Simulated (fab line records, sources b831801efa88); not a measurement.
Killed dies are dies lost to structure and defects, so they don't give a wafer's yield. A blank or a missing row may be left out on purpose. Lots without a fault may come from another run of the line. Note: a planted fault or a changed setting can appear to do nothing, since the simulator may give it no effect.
Matching of chambers || flow sky130 || SKY_VIA3_CMP_02 on cmp-02 has 4 sister chambers
The step polishes SiO2. 18 wafers are shown with their chamber, then 9 later ones without.

## WAFERS PAIRED WITH THEIR CHAMBERS
{"wafer": "L573.2", "chamber": 3, "motor-current-A (A)": 14.0}
{"wafer": "L573.3", "chamber": 1, "motor-current-A (A)": 10.4}
{"wafer": "L573.4", "chamber": 2, "motor-current-A (A)": 15.4}
{"wafer": "L577.2", "chamber": 3, "motor-current-A (A)": 14.1}
{"wafer": "L577.4", "chamber": 2, "motor-current-A (A)": 15.7}
{"wafer": "L577.5", "chamber": 1, "motor-current-A (A)": 10.9}
{"wafer": "L578.3", "chamber": 2, "motor-current-A (A)": 15.4}
{"wafer": "L578.4", "chamber": 0, "motor-current-A (A)": 11.7}
{"wafer": "L578.5", "chamber": 2, "motor-current-A (A)": 16.0}
{"wafer": "L580.2", "chamber": 3, "motor-current-A (A)": 13.9}
{"wafer": "L580.3", "chamber": 0, "motor-current-A (A)": 11.7}
{"wafer": "L580.5", "chamber": 2, "motor-current-A (A)": 15.3}
{"wafer": "L582.1", "chamber": 1, "motor-current-A (A)": 10.5}
{"wafer": "L582.3", "chamber": 3, "motor-current-A (A)": 14.1}
{"wafer": "L582.5", "chamber": 3, "motor-current-A (A)": 13.4}
{"wafer": "L583.1", "chamber": 3, "motor-current-A (A)": 14.0}
{"wafer": "L583.4", "chamber": 0, "motor-current-A (A)": 12.1}
{"wafer": "L583.6", "chamber": 0, "motor-current-A (A)": 11.7}

SIGNATURES (means of the wafers above)
{"reading": "motor-current-A", "chamber 0": 11.800, "chamber 1": 10.600, "chamber 2": 15.560, "chamber 3": 13.917, "scatter within a chamber": 0.259}
Rule: for a wafer and a chamber, the distance is found by dividing, reading by reading, the gap between the wafer's reading and the chamber's mean by the reading's scatter, squaring, summing and taking the root. The wafer belongs to the nearest chamber; if the next one is less than 2 further off, it can't be placed. The scatter: take each reading less its chamber's mean, square it, sum over the shown wafers, divide by the number of wafers less the number of chambers, and take the root.

## WAFERS WITH NO CHAMBER GIVEN
{"wafer": "L584.1", "motor-current-A (A)": 10.6}
{"wafer": "L584.3", "motor-current-A (A)": 12.5}
{"wafer": "L584.5", "motor-current-A (A)": 11.7}
{"wafer": "L585.1", "motor-current-A (A)": 12.0}
{"wafer": "L585.3", "motor-current-A (A)": 14.2}
{"wafer": "L585.6", "motor-current-A (A)": 15.5}
{"wafer": "L590.1", "motor-current-A (A)": 11.7}
{"wafer": "L590.2", "motor-current-A (A)": 10.5}
{"wafer": "L590.4", "motor-current-A (A)": 15.1}

## WHICH CHAMBER EACH ONE RAN IN
{"wafer": "L584.1", "from the rows above": 1, "in truth": 1}
{"wafer": "L584.3", "from the rows above": 0, "in truth": 0}
{"wafer": "L584.5", "from the rows above": 0, "in truth": 0}
{"wafer": "L585.1", "from the rows above": 0, "in truth": 0}
{"wafer": "L585.3", "from the rows above": 3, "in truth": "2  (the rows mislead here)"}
{"wafer": "L585.6", "from the rows above": 2, "in truth": 2}
{"wafer": "L590.1", "from the rows above": 0, "in truth": 0}
{"wafer": "L590.2", "from the rows above": 1, "in truth": 1}
{"wafer": "L590.4", "from the rows above": 2, "in truth": 2}
8 of 9 placed correctly. Number that these rows cannot place: 0. Number placed wrongly: 1.
